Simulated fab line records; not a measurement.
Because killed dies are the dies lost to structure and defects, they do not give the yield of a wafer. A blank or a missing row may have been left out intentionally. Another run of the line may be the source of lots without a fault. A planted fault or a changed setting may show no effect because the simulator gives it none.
Which tool did it? || flow sky130 || 33 wafers from 11 lots sampled at 5 of the route's 708 steps

== WHAT EACH GAUGE READ, for each wafer ==
SKY_FIELD_ISO_THK_MEAS_04.
{"lot": "L771", "measured": "day 1 14:32", "on": "film-metro-03", "FIELD_ISO_CVD_03_THK (nm)": "165.8 164.7 167.4"}
{"lot": "L772", "measured": "day 1 19:23", "on": "film-metro-02", "FIELD_ISO_CVD_03_THK (nm)": "167.1 167.9 166.2"}
{"lot": "L782", "measured": "day 3 22:35", "on": "film-metro-03", "FIELD_ISO_CVD_03_THK (nm)": "164.3 163.1 162.1"}
{"lot": "L783", "measured": "day 4 02:11", "on": "film-metro-03", "FIELD_ISO_CVD_03_THK (nm)": "163.8 162.0 162.7"}
{"lot": "L785", "measured": "day 4 11:34", "on": "film-metro-03", "FIELD_ISO_CVD_03_THK (nm)": "167.0 165.1 165.6"}
{"lot": "L787", "measured": "day 4 22:06", "on": "film-metro-02", "FIELD_ISO_CVD_03_THK (nm)": "164.4 165.1 165.0"}
{"lot": "L789", "measured": "day 5 07:56", "on": "film-metro-04", "FIELD_ISO_CVD_03_THK (nm)": "166.6 165.9 165.2"}
{"lot": "L790", "measured": "day 5 14:29", "on": "film-metro-02", "FIELD_ISO_CVD_03_THK (nm)": "163.6 164.8 163.9"}
{"lot": "L791", "measured": "day 5 17:39", "on": "film-metro-04", "FIELD_ISO_CVD_03_THK (nm)": "163.7 163.2 165.5"}
{"lot": "L792", "measured": "day 5 23:25", "on": "film-metro-04", "FIELD_ISO_CVD_03_THK (nm)": "166.5 167.1 165.7"}
{"lot": "L794", "measured": "day 6 10:49", "on": "film-metro-04", "FIELD_ISO_CVD_03_THK (nm)": "164.7 163.1 164.2"}

SKY_FIELD_ISO_CD_MEAS_13: target cd 150 nm.
{"lot": "L771", "measured": "day 2 04:45", "on": "cd-sem-01", "cd-nm (nm)": "151.7 151.2 149.4"}
{"lot": "L772", "measured": "day 2 10:27", "on": "cd-sem-02", "cd-nm (nm)": "148.9 150.4 151.7"}
{"lot": "L782", "measured": "day 4 15:28", "on": "cd-sem-01", "cd-nm (nm)": "150.8 148.6 150.1"}
{"lot": "L783", "measured": "day 4 18:40", "on": "cd-sem-02", "cd-nm (nm)": "153.4 150.1 150.4"}
{"lot": "L785", "measured": "day 5 04:56", "on": "cd-sem-02", "cd-nm (nm)": "150.6 150.5 150.6"}
{"lot": "L787", "measured": "day 5 15:52", "on": "cd-sem-02", "cd-nm (nm)": "148.3 150.4 149.3"}
{"lot": "L789", "measured": "day 6 02:01", "on": "cd-sem-01", "cd-nm (nm)": "148.0 149.6 148.9"}
{"lot": "L790", "measured": "day 6 09:21", "on": "cd-sem-02", "cd-nm (nm)": "152.0 150.2 150.1"}
{"lot": "L791", "measured": "day 6 12:32", "on": "cd-sem-01", "cd-nm (nm)": "152.1 152.5 151.9"}
{"lot": "L792", "measured": "day 6 17:18", "on": "cd-sem-01", "cd-nm (nm)": "149.0 150.5 148.5"}
{"lot": "L794", "measured": "day 7 05:31", "on": "cd-sem-02", "cd-nm (nm)": "153.1 150.6 151.1"}

SKY_CONTACT_THK_MEAS_01.
{"lot": "L771", "measured": "day 30 02:15", "on": "film-metro-02", "CONTACT_CVD_00_THK (nm)": "73.8 75.9 75.2"}
{"lot": "L772", "measured": "day 30 12:11", "on": "film-metro-02", "CONTACT_CVD_00_THK (nm)": "74.5 76.0 76.3"}
{"lot": "L782", "measured": "day 34 05:21", "on": "film-metro-03", "CONTACT_CVD_00_THK (nm)": "73.4 26.8 74.5"}
{"lot": "L783", "measured": "day 34 15:36", "on": "film-metro-03", "CONTACT_CVD_00_THK (nm)": "74.0 75.8 75.9"}
{"lot": "L785", "measured": "day 35 02:53", "on": "film-metro-03", "CONTACT_CVD_00_THK (nm)": "74.4 75.2 75.1"}
{"lot": "L787", "measured": "day 35 12:43", "on": "film-metro-02", "CONTACT_CVD_00_THK (nm)": "75.5 74.7 75.9"}
{"lot": "L789", "measured": "day 35 22:25", "on": "film-metro-02", "CONTACT_CVD_00_THK (nm)": "75.4 75.2 75.7"}
{"lot": "L790", "measured": "day 36 14:28", "on": "film-metro-02", "CONTACT_CVD_00_THK (nm)": "75.0 73.7 74.1"}
{"lot": "L791", "measured": "day 36 21:58", "on": "film-metro-02", "CONTACT_CVD_00_THK (nm)": "75.5 76.8 76.0"}
{"lot": "L792", "measured": "day 37 10:45", "on": "film-metro-04", "CONTACT_CVD_00_THK (nm)": "73.6 73.8 75.9"}
{"lot": "L794", "measured": "day 38 08:27", "on": "film-metro-03", "CONTACT_CVD_00_THK (nm)": "74.0 74.6 75.3"}

== TOOL THAT RAN EACH LOT (tool first, then ch and the chambers of the sampled wafers, then the start) ==
{"lot": "L771", "SKY_FIELD_ISO_STRIP_16": "plasma-asher-01 ch 0,1, day 2 04:58", "SKY_CONTACT_CVD_00": "pecvd-03 ch 0,1,2, day 30 02:13"}
{"lot": "L772", "SKY_FIELD_ISO_STRIP_16": "plasma-asher-01 ch 0,1, day 2 10:40", "SKY_CONTACT_CVD_00": "pecvd-02 ch 1,2, day 30 12:10"}
{"lot": "L782", "SKY_FIELD_ISO_STRIP_16": "plasma-asher-04 ch 0,1, day 4 15:41", "SKY_CONTACT_CVD_00": "pecvd-02 ch 0,1, day 34 05:19"}
{"lot": "L783", "SKY_FIELD_ISO_STRIP_16": "plasma-asher-02 ch 0,1, day 4 18:52", "SKY_CONTACT_CVD_00": "pecvd-04 ch 0,1, day 34 15:34"}
{"lot": "L785", "SKY_FIELD_ISO_STRIP_16": "plasma-asher-01 ch 0,1, day 5 05:08", "SKY_CONTACT_CVD_00": "pecvd-03 ch 0,1,2, day 35 02:50"}
{"lot": "L787", "SKY_FIELD_ISO_STRIP_16": "plasma-asher-04 ch 1, day 5 16:04", "SKY_CONTACT_CVD_00": "pecvd-03 ch 0,1, day 35 12:40"}
{"lot": "L789", "SKY_FIELD_ISO_STRIP_16": "plasma-asher-04 ch 0,1, day 6 02:14", "SKY_CONTACT_CVD_00": "pecvd-03 ch 0,1,2, day 35 22:23"}
{"lot": "L790", "SKY_FIELD_ISO_STRIP_16": "plasma-asher-02 ch 0,1, day 6 09:34", "SKY_CONTACT_CVD_00": "pecvd-03 ch 0,1, day 36 14:26"}
{"lot": "L791", "SKY_FIELD_ISO_STRIP_16": "plasma-asher-01 ch 0,1, day 6 12:45", "SKY_CONTACT_CVD_00": "pecvd-02 ch 0,2, day 36 21:55"}
{"lot": "L792", "SKY_FIELD_ISO_STRIP_16": "plasma-asher-01 ch 0,1, day 6 17:31", "SKY_CONTACT_CVD_00": "pecvd-02 ch 0,1,2, day 37 10:43"}
{"lot": "L794", "SKY_FIELD_ISO_STRIP_16": "plasma-asher-02 ch 0,1, day 7 05:44", "SKY_CONTACT_CVD_00": "pecvd-04 ch 0,2, day 38 08:25"}
- SKY_FIELD_ISO_STRIP_16: strips in O2/N2.
- SKY_CONTACT_CVD_00: deposits Si3N4, target thk 75 nm.

== WHAT THE TOOLS THEMSELVES READ (means of the sampled wafers that have a number; where no wafer has one, the mark that the record gives instead) ==
SKY_FIELD_ISO_STRIP_16.
{"lot": "L771", "tool": "plasma-asher-01", "drypump-motor-current-A (A)": 5.4, "oes-product-au (a.u.)": 0.380, "strip-time-to-endpoint-s (s)": 3.58}
{"lot": "L772", "tool": "plasma-asher-01", "drypump-motor-current-A (A)": 5.3, "oes-product-au (a.u.)": 0.381, "strip-time-to-endpoint-s (s)": 3.56}
{"lot": "L782", "tool": "plasma-asher-04", "drypump-motor-current-A (A)": 6.0, "oes-product-au (a.u.)": 0.375, "strip-time-to-endpoint-s (s)": 3.50}
{"lot": "L783", "tool": "plasma-asher-02", "drypump-motor-current-A (A)": 5.8, "oes-product-au (a.u.)": 0.378, "strip-time-to-endpoint-s (s)": 3.50}
{"lot": "L785", "tool": "plasma-asher-01", "drypump-motor-current-A (A)": 5.8, "oes-product-au (a.u.)": 0.378, "strip-time-to-endpoint-s (s)": 3.53}
{"lot": "L787", "tool": "plasma-asher-04", "drypump-motor-current-A (A)": 5.7, "oes-product-au (a.u.)": 0.380, "strip-time-to-endpoint-s (s)": 3.55}
{"lot": "L789", "tool": "plasma-asher-04", "drypump-motor-current-A (A)": 6.3, "oes-product-au (a.u.)": 0.375, "strip-time-to-endpoint-s (s)": 3.59}
{"lot": "L790", "tool": "plasma-asher-02", "drypump-motor-current-A (A)": 5.6, "oes-product-au (a.u.)": 0.375, "strip-time-to-endpoint-s (s)": 3.50}
{"lot": "L791", "tool": "plasma-asher-01", "drypump-motor-current-A (A)": 5.8, "oes-product-au (a.u.)": 0.378, "strip-time-to-endpoint-s (s)": 3.59}
{"lot": "L792", "tool": "plasma-asher-01", "drypump-motor-current-A (A)": 5.4, "oes-product-au (a.u.)": 0.374, "strip-time-to-endpoint-s (s)": 3.55}
{"lot": "L794", "tool": "plasma-asher-02", "drypump-motor-current-A (A)": 5.8, "oes-product-au (a.u.)": 0.374, "strip-time-to-endpoint-s (s)": 3.55}

SKY_CONTACT_CVD_00.
{"lot": "L771", "tool": "pecvd-03", "heater-power-outer-w (W)": 461, "heater-power-w (W)": 739, "rf-fwd-power-W (W)": 442.6}
{"lot": "L772", "tool": "pecvd-02", "heater-power-outer-w (W)": 436, "heater-power-w (W)": 715, "rf-fwd-power-W (W)": 446.3}
{"lot": "L782", "tool": "pecvd-02", "heater-power-outer-w (W)": 491, "heater-power-w (W)": 811, "rf-fwd-power-W (W)": 447.4}
{"lot": "L783", "tool": "pecvd-04", "heater-power-outer-w (W)": 452, "heater-power-w (W)": 765, "rf-fwd-power-W (W)": 443.2}
{"lot": "L785", "tool": "pecvd-03", "heater-power-outer-w (W)": 489, "heater-power-w (W)": 767, "rf-fwd-power-W (W)": 443.5}
{"lot": "L787", "tool": "pecvd-03", "heater-power-outer-w (W)": 531, "heater-power-w (W)": 816, "rf-fwd-power-W (W)": 442.8}
{"lot": "L789", "tool": "pecvd-03", "heater-power-outer-w (W)": 460, "heater-power-w (W)": 736, "rf-fwd-power-W (W)": 442.1}
{"lot": "L790", "tool": "pecvd-03", "heater-power-outer-w (W)": 442, "heater-power-w (W)": 739, "rf-fwd-power-W (W)": 444.0}
{"lot": "L791", "tool": "pecvd-02", "heater-power-outer-w (W)": 443, "heater-power-w (W)": 707, "rf-fwd-power-W (W)": 445.3}
{"lot": "L792", "tool": "pecvd-02", "heater-power-outer-w (W)": 459, "heater-power-w (W)": 746, "rf-fwd-power-W (W)": 446.1}
{"lot": "L794", "tool": "pecvd-04", "heater-power-outer-w (W)": 421, "heater-power-w (W)": 758, "rf-fwd-power-W (W)": 443.5}

== THE ANSWER, worked out from the rows above alone ==
Rule: usual is defined by the lots themselves. Put in order of their means at a reading, lots are off if they are a third of the lots or fewer, leave a main group of 4 or more, and stand apart from it by a gap of 3 or more times the standard deviation of the main group's means; of several such gaps the widest counts. A main group is skipped when, at the precision printed for the reading in the tables above, its means are all equal. Also off: a lot with no number at a reading for which 4 or more lots have one. All remaining lots with rows at the step are treated as sound. After the gauges, taken in route order, come the tools' own readings; for these a lot's mean is taken, as printed above. At the first step where some lot is off, the reading lying furthest off is the one used; lots without a number count as furthest.
Off: L782, at SKY_CONTACT_THK_MEAS_01 (CONTACT_CVD_00_THK). The main group has a mean of 75.1 nm with a standard deviation of 0.54.
A tool fits if, at a process step before that reading, it ran every lot that is off, and no sound lot after the first of them. Those tools and the gauges at SKY_CONTACT_THK_MEAS_01 are tried in the same way. Not one of the candidates tried fits.

== WHAT HAD BEEN PUT IN BY THE SIMULATOR ==
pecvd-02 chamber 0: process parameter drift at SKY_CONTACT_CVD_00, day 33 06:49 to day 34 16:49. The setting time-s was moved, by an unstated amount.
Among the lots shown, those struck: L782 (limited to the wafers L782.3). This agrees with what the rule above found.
